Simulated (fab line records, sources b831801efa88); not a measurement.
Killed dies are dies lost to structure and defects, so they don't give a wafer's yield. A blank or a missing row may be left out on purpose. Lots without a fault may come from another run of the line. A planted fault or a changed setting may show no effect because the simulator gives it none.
Which tool did it? | flow gf180mcu | 12 lots, 36 wafers sampled, at 1 step of a route of 602

WHAT THE GAUGES READ, wafer by wafer
GF_V3_THK_MEAS_03. Usual: V3_CVD_02_THK 852 nm, standard deviation 13.
lot  | measured     | on            | V3_CVD_02_THK (nm) | flag
L319 | day 20 22:02 | film_metro-03 | 843 872 862        |
L322 | day 22 14:13 | film_metro-04 | 859 859 864        |
L323 | day 22 23:09 | film_metro-03 | 840 870 863        |
L325 | day 23 22:28 | film_metro-03 | 838 850 854        |
L328 | day 24 06:23 | film_metro-04 | 852 847 853        |
L330 | day 25 01:01 | film_metro-03 | 841 837 855        |
L331 | day 25 18:45 | film_metro-01 | 830 840 857        |
L336 | day 27 03:20 | film_metro-01 | 832 829 845        |
L339 | day 27 23:19 | film_metro-01 | 857 877 867        |
L338 | day 28 00:43 | film_metro-03 | 832 844 858        |
L340 | day 28 06:50 | film_metro-01 | 840 839 848        |
L341 | day 28 15:44 | film_metro-03 | 847 835 857        |

WHICH TOOL RAN EACH LOT (tool, then ch and the chambers of the sampled wafers, then the start)
The record holds no process step before these readings.

WHAT THE TOOLS THEMSELVES READ (means of the sampled wafers that have a number; where no wafer has one, the mark that the record gives instead)
The record holds no such reading with a usual standard deviation.

THE ANSWER, worked out from the rows above alone
Rule: a lot is off if the mean of its wafers that have a number lies more than 3 standard deviations from the usual mean. A lot without any number at a reading at which 4 lots or more have one is off too. The other lots that the step has rows for count as sound. The gauges are gone through in route order, then the tools' own readings, and for those a lot's mean is taken as printed above. The first step at which some lot is off is used, and at that step the reading that is off furthest; a lot without a number counts as furthest.
No lot is off at any reading shown: from this, nothing can be told.

WHAT THE SIMULATOR HAD PUT IN
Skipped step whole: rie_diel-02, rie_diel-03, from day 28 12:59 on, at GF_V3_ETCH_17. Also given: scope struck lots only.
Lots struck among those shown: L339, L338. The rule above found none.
